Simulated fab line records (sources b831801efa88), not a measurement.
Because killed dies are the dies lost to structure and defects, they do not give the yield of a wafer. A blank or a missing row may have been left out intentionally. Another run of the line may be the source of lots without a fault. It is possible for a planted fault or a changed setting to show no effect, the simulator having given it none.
Matching of chambers    flow sfq-line    SFQ_TRILAYER_I0_CMP_CMP_028 on cmp-01: 4 sister chambers
The step polishes SiO2. 8 wafers are shown with their chamber, then 7 later ones without.

EACH WAFER AND ITS CHAMBER
wafer   chamber  motor-current-A (A)  head-pressure-psi (psi)
L746.1  2        8.7                  2.996
L746.2  1        12.2                 3.004
L748.5  3        10.2                 2.989
L752.1  3        10.2                 2.996
L752.2  0        10.2                 2.999
L752.5  0        10.3                 3.003
L753.3  1        11.0                 3.002
L753.4  2        9.3                  3.010

WAFERS WHOSE CHAMBER IS MISSING
wafer   motor-current-A (A)  head-pressure-psi (psi)
L753.2  10.5                 2.984
L757.3  10.7                 2.988
L757.4  9.3                  3.018
L757.6  9.6                  2.993
L761.1  10.0                 3.003
L761.3  9.0                  3.013
L761.6  9.1                  3.013

THE CHAMBER EACH PASSED THROUGH
wafer   from the rows above           in truth
L753.2  can't be placed: 3 or 0       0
L757.3  can't be placed: 3 or 0 or 1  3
L757.4  can't be placed: 2 or 0       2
L757.6  can't be placed: 3 or 0 or 2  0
L761.1  can't be placed: 0 or 3 or 2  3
L761.3  can't be placed: 2 or 0       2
L761.6  can't be placed: 2 or 0       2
0 of 7 placed correctly. Cannot be placed on the basis of these rows: 7; the candidates contain the true chamber in 7. Number placed wrongly: 0.
How it was worked out, from the rows above alone: a wafer's distance from a chamber is the root of the sum, over the readings, of the square of ((its reading less the chamber's mean) divided by the reading's scatter). If the next closest chamber is less than 2 further off than the closest, the wafer can't be placed; otherwise it belongs to the closest. For every chamber, the mean is computed from those of its wafers that are shown. How the scatter is found: for the shown wafers, subtract from each reading the mean of its chamber, square and add these, divide the total by (wafers less chambers), then take the root.
